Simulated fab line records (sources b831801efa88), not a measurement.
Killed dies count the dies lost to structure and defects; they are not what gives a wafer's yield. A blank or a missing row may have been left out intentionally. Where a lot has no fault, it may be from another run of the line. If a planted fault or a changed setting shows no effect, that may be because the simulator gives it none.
Matching of chambers    flow gf180mcu    GF_V5_CMP_04 on cmp-02 has 4 sister chambers
The step polishes SiO2. 4 wafers are shown with their chamber, then 7 later ones without.

== EACH WAFER AND ITS CHAMBER ==
wafer   chamber  motorCurrentA (A)
L297.1  3        10.0
L298.4  0        14.3
L299.3  1        11.7
L299.4  2        10.7

== WAFERS MISSING THEIR CHAMBER ==
wafer   motorCurrentA (A)
L299.5  9.8
L305.3  11.2
L305.4  10.1
L305.6  11.3
L309.3  14.5
L309.4  10.5
L309.5  14.7

== EACH ONE'S CHAMBER ==
wafer   from the rows above      in truth
L299.5  3                        3
L305.3  can't be placed: 1 or 2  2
L305.4  can't be placed: 3 or 2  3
L305.6  can't be placed: 1 or 2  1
L309.3  0                        0
L309.4  can't be placed: 2 or 3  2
L309.5  0                        0
Placed correctly: 3 of 7. Not placeable from these rows: 4 (in 4, the candidates include the true chamber). Number placed wrongly: 0.
How it was worked out, from the rows above alone: a wafer's distance from a chamber is the root of the sum, over the readings, of the square of ((its reading less the chamber's mean) divided by the reading's scatter). The wafer belongs to the nearest chamber; if the next one is less than 2 further off, it can't be placed. The mean given for a chamber averages the wafers shown for that chamber. The scatter (one wafer shown for each chamber): square how far every hidden wafer sits from the nearest shown wafer, average those squares and take the square root.
